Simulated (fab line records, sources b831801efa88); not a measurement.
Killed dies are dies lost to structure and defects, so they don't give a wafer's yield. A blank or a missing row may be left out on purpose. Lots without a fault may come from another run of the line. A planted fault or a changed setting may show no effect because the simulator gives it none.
Split-lot experiment | flow sfq_line | 5 lots, 23 wafers read, on a route of 325 steps

THE SPLIT
At SFQ_TRILAYER_I3_VIA_LITHO_PEB_088 (peb time 60 s), the setting peb_time_s was moved away from the recipe's 60 s on 5 of the 23 wafers read, by +13.1% to +14.2%. The other wafers ran this setting at the recipe's value.

FROM THE SPLIT TO THE READING: what the file shows between them, 2 steps
- SFQ_TRILAYER_I3_VIA_LITHO_DEVELOP_087: time 60 s
- SFQ_TRILAYER_I3_VIA_BARC_OPEN_VIA_ETCH_121: etches BARC in O2, target depth 125 nm, time 41.7 s

THE READING
I3.cd_nm (the simulator's own value, which no gauge read), in nm, at SFQ_TRILAYER_I3_VIA_ETCH_VIA_ETCH_088 (etches SiO2 in CHF3, stops on Nb, target depth 260 nm). The file gives no usual value for it. The 18 wafers here that ran the recipe average 500.6 nm, standard deviation 2.4 nm.

wafer  | tool, chamber at the split | peb_time_s as run, s | against the recipe | I3.cd_nm, nm | against lot-mates on the recipe
L074.1 | litho_track-02, 0          | 60                   | recipe             | 500.5        | -
L074.2 | litho_track-02, 0          | 60                   | recipe             | 498.1        | -
L074.3 | litho_track-02, 0          | 60                   | recipe             | 501.6        | -
L074.5 | litho_track-02, 0          | 60                   | recipe             | 497.6        | -
L074.6 | litho_track-02, 0          | 60                   | recipe             | 502.1        | -
L078.1 | litho_track-02, 0          | 68.53                | +14.2%             | 522.7        | +20.5
L078.3 | litho_track-02, 0          | 60                   | recipe             | 500.9        | -
L078.4 | litho_track-02, 0          | 68.53                | +14.2%             | 517.7        | +15.5
L078.5 | litho_track-02, 0          | 60                   | recipe             | 501.3        | -
L078.6 | litho_track-02, 0          | 60                   | recipe             | 504.3        | -
L079.1 | litho_track-04, 0          | 60                   | recipe             | 498.5        | -
L079.2 | litho_track-04, 0          | 60                   | recipe             | 500.1        | -
L079.4 | litho_track-04, 0          | 60                   | recipe             | 498.1        | -
L082.1 | litho_track-03, 0          | 60                   | recipe             | 498.9        | -
L082.2 | litho_track-03, 0          | 60                   | recipe             | 503.3        | -
L082.3 | litho_track-03, 0          | 60                   | recipe             | 501.3        | -
L082.5 | litho_track-03, 0          | 60                   | recipe             | 505.9        | -
L082.6 | litho_track-03, 0          | 60                   | recipe             | 501.6        | -
L083.1 | litho_track-03, 0          | 67.88                | +13.1%             | 514.4        | +15.8
L083.2 | litho_track-03, 0          | 60                   | recipe             | 495.8        | -
L083.4 | litho_track-03, 0          | 60                   | recipe             | 501.5        | -
L083.5 | litho_track-03, 0          | 67.88                | +13.1%             | 513.5        | +14.9
L083.6 | litho_track-03, 0          | 67.88                | +13.1%             | 514.8        | +16.1

THE FIT
A straight line over all 23 wafers: I3.cd_nm changes by +1.19 nm for each +1% of peb_time_s; r = +0.93; the points scatter about the line by 2.6 nm.
The same after taking each lot's own level away (the mean of its wafers on the recipe; 23 wafers): +1.22 nm for each +1%; r = +0.96; scatter 2 nm.
On that fit, the largest move of peb_time_s shifts the reading by 17 nm.
The lots' own levels span 498.65 to 502.20 nm, that is 1.5 times the standard deviation above.
So the lot-to-lot level changes the slope little: the two slopes agree.
Check: with one of the wafers moved furthest among these (+14.2%) left out of the fit, the line predicts +16.5 nm for it against its lot-mates. It came out at +20.5 nm against them.

OTHER SPLITS ON THESE WAFERS
These wafers also went through other splits before the reading. Each is held against what the fit with the lots' levels taken away leaves over:
other split on the same wafers                    | wafers away from the commonest value | r with I3.cd_nm (lot level and that fit taken away)
SFQ_TRILAYER_I1_VIA_BARC_OPEN_VIA_ETCH_071 time_s | 7                                    | +0.18
SFQ_TRILAYER_M2_LITHO_COAT_057 resist_thk_nm      | 9                                    | +0.14
SFQ_TRILAYER_M2_ETCH_METAL_ETCH_060 bias_w        | 3                                    | +0.30
SFQ_TRILAYER_I2_CMP_CMP_064 leave_above_ref_nm    | 8                                    | -0.04
SFQ_TRILAYER_I2_VIA_LITHO_EXPOSE_068 dose_mj      | 5                                    | -0.08
SFQ_TRILAYER_M3_LITHO_COAT_080 resist_thk_nm      | 9                                    | +0.33
SFQ_TRILAYER_I3_CMP_CMP_082 leave_above_ref_nm    | 6                                    | +0.00

THE WHOLE CHAIN: every reading that the file lists as answering this split, in the file's order
step                                       | what it does                                          | reading                                                   | change (the file's fit)              | r (the file's)
SFQ_TRILAYER_I3_VIA_BARC_OPEN_VIA_ETCH_121 | etches BARC in O2, target depth 125 nm, time 41.7 s   | I3.cd_nm (the simulator's own value, which no gauge read) | +1.29 nm for each +1% of the setting | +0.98
SFQ_TRILAYER_I3_VIA_ETCH_VIA_ETCH_088      | etches SiO2 in CHF3, stops on Nb, target depth 260 nm | I3.cd_nm (the simulator's own value, which no gauge read) | +1.23 nm for each +1% of the setting | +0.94

THE FILE'S OWN FIT
I3.cd_nm changes by +1.23 nm for each +1% of peb_time_s, r = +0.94.
